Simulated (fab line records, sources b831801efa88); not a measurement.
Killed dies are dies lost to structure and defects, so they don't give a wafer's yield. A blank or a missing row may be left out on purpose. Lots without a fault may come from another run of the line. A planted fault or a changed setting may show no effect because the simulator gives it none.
A struck lot beside a sound one | flow sky130 | 30 steps out of a route of 708
Sound: wafers L526.2, L526.3, L526.4. Struck: wafers L542.1, L542.2, L542.4. The cause comes at the end.
At each step with rows: each side's tool, then ch and its chambers, then its first start. Under that, the readings that differ: sound wafers | struck wafers | difference of the means | sigmas: that difference in standard deviations of wafers without a fault.
alike: readings whose means differ by less than 2 such deviations, and words and numbers that are the same on both sides. not compared: withheld readings, readings that some wafer has no value for, bounds like >300 that may hide the same value, and numbers for which the record gives no deviation and whose values overlap.
The two part at a step that has a row with sigmas, a row that says differs or no value, or rows on one side only. Numbers that don't overlap but have no deviation are shown without sigmas and don't part them. A reading that every wafer of one side lacks parts them only if that side has two wafers or more.

first, 5 steps without rows for these wafers: SKY_SONOS_ONO_COAT_08 (resist thk 1140 nm); SKY_SONOS_ONO_SOFTBAKE_09 (time 60 s); SKY_SONOS_ONO_EXPOSE_10 (exposes mask ONOM, target cd 410 nm); SKY_SONOS_ONO_PEB_11; SKY_SONOS_ONO_DEVELOP_12 (develop time 60 s).
SKY_SONOS_ONO_CD_MEAS_13: target cd 410 nm.
  sound on cd_sem-01, day 12 19:00; struck on cd_sem-01, day 18 04:03
  alike: cd_nm
SKY_SONOS_ONO_OVL_MEAS_14:
  sound on overlay-01, day 12 19:07; struck on overlay-02, day 18 04:10
  alike: SONOS_ONO_OVL
SKY_SONOS_ONO_ETCH_15: etches the open film in CHF3/O2, target depth 19.52 nm, time 7.8 s.
  sound on rie_diel-04 ch 0,2,3, day 12 19:08; struck on rie_diel-01 ch 0,2,3, day 18 04:12
  alike: O2_flow_sccm, drypump_motor_current_A, oes_product_au, throttle_valve_pct
  not compared: rf_hours_counter_h
then, 1 step without rows for these wafers: SKY_SONOS_ONO_WET_ETCH_16 (etches SiO2 in dHF, target depth 14 nm, time 276 s).
SKY_SONOS_ONO_STRIP_17: strips in O2/N2.
  sound on plasma_asher-01 ch 0,1, day 12 19:14; struck on plasma_asher-01 ch 0,1, day 18 04:19
  alike: drypump_motor_current_A, oes_product_au, strip_time_to_endpoint_s
  not compared: rf_hours_counter_h
then, 2 steps without rows for these wafers: SKY_SONOS_ONO_WET_ETCH_18 (etches Si3N4 in H3PO4, target depth 15 nm, time 172 s); SKY_GATE_OXIDE_CLEAN_00 (cleans in SC1/SC2, time 150 s).
SKY_GATE_OXIDE_OXIDATION_01: stabilise 600 s, purge 300 s, target thk 10.268 nm.
  sound on furnace-01 ch 0, day 12 20:03; struck on furnace-02 ch 0, day 18 06:47
  alike: ox_temp_c, spike_tc_centre_C, tube_center_temp_C
SKY_GATE_OXIDE_THK_MEAS_02:
  sound on film_metro-02, day 12 21:28; struck on film_metro-02, day 18 08:12
  reading                          | sound             | struck            | difference | sigmas
  GATE_OXIDE_OXIDATION_00_THK (nm) | 10.23 10.23 10.29 | 16.93 16.94 16.93 | +6.68      | +32
then, 7 steps without rows for these wafers: SKY_GATE_OXIDE_DEHYDRATE_03 (time 60 s); SKY_GATE_OXIDE_HMDS_04 (prime time 60 s); SKY_GATE_OXIDE_COAT_05 (resist thk 1140 nm); SKY_GATE_OXIDE_SOFTBAKE_06 (time 60 s); SKY_GATE_OXIDE_EXPOSE_07 (exposes mask LVOM, target cd 600 nm); SKY_GATE_OXIDE_PEB_08; SKY_GATE_OXIDE_DEVELOP_09 (develop time 60 s).
SKY_GATE_OXIDE_OVL_MEAS_10:
  sound on overlay-02, day 13 22:23; struck on overlay-02, day 19 12:57
  reading             | sound         | struck      | difference | sigmas
  GATE_OXIDE_OVL (nm) | -1.0 0.9 -0.8 | 4.0 3.4 1.9 | +3.4       | +2
then, 2 steps without rows for these wafers: SKY_GATE_OXIDE_IMPLANT_11; SKY_GATE_OXIDE_WET_ETCH_12 (etches SiO2 in dHF, target depth 16.8 nm, time 336 s).
SKY_GATE_OXIDE_STRIP_13: strips in O2/N2.
  sound on plasma_asher-03 ch 0,1, day 13 22:40; struck on plasma_asher-04 ch 0,1, day 19 13:14
  reading                     | sound       | struck      | difference | sigmas
  drypump_motor_current_A (A) | 6.8 5.8 6.8 | 5.4 5.0 5.0 | -1.3       | -2
  alike: oes_product_au, strip_time_to_endpoint_s
  not compared: rf_hours_counter_h
SKY_GATE_OXIDE_TW_MEAS_14:
  sound on film_metro-02, day 13 22:47; struck on film_metro-02, day 19 13:20
  alike: GATE_OXIDE_TW
SKY_GATE_OXIDE_CLEAN_15: cleans in SC1/SC2, time 150 s.
  sound on wet_bench-01 ch 1, day 13 22:50; struck on wet_bench-04 ch 2, day 19 13:23
  reading                                           | sound             | struck            | difference | sigmas
  model.SiO2_of_GATE_OXIDE_OXIDATION_01.thk_nm (nm) | 9.868 9.883 9.967 | 16.61 16.61 16.58 | +6.69      |
SKY_GATE_OXIDE_OXIDATION_16: stabilise 600 s, purge 300 s, target thk 3.57 nm.
  sound on furnace-01 ch 0, day 14 00:28; struck on furnace-01 ch 0, day 19 14:17
  reading                                           | sound             | struck            | difference | sigmas
  model.SiO2_of_GATE_OXIDE_OXIDATION_01.thk_nm (nm) | 11.57 11.59 11.67 | 17.86 17.89 17.87 | +6.26      |
  alike: ox_temp_c, spike_tc_centre_C, tube_center_temp_C
then, 1 step without rows for these wafers: SKY_POLY_GATE_CVD_00 (deposits poly-Si, target thk 180 nm, time 720 s).
-- the record jumps here: 30 days lie between the struck wafers' starts before and after (it left off in module POLY_GATE and takes up again in module PAD_OPEN, whose first step shown is number 708 of the route) --
SKY_PAD_OPEN_PROBE_99:
  sound on prober-01, day 45 21:17; struck on prober-01, day 49 19:05
  reading                                | sound                         | struck                        | difference | sigmas
  model.etest.nfet_16v.r_on_ohm_um       | 1.393e+04 1.416e+04 1.415e+04 | 1.727e+04 1.747e+04 1.732e+04 | +3.273e+03 |
  model.etest.tip_sonos.rs_ohm_sq        | 2727 2706 2734                | 5360 5378 5475                | +2682      |
  model.etest.pfet_16v.r_on_ohm_um       | 1.55e+04 1.552e+04 1.546e+04  | 1.724e+04 1.763e+04 1.724e+04 | +1.877e+03 |
  model.etest.pfet_g5v0d10v5.r_on_ohm_um | 4794 4827 4770                | 6191 6221 6262                | +1428      |
  model.etest.nfet_g5v0d10v5.r_on_ohm_um | 1855 1879 1870                | 2423 2415 2427                | +554       |
  model.etest.tip_p.rs_ohm_sq            | 6729 6692 6719                | 7059 7077 7134                | +377       |
  model.etest.pfet_01v8.r_on_ohm_um      | 2860 2896 2910                | 3026 3032 2992                | +128       |
  model.etest.nfet_g5v0d10v5.drive_ua_um | 617.4 608.8 606.3             | 395.2 395.7 397.1             | -214.8     |
  alike: killed_at_M0_to_M3, killed_at_M4_up, killed_at_contacts, killed_at_front_end, killed_at_other, killed_dies, killed_open, killed_short

WHERE THEY PART
First at SKY_GATE_OXIDE_THK_MEAS_02; last, within this record, at SKY_GATE_OXIDE_STRIP_13. Later steps at which nothing parts them and some readings are alike: SKY_GATE_OXIDE_TW_MEAS_14, SKY_GATE_OXIDE_OXIDATION_16, SKY_PAD_OPEN_PROBE_99.

WHY: what the simulator had put in
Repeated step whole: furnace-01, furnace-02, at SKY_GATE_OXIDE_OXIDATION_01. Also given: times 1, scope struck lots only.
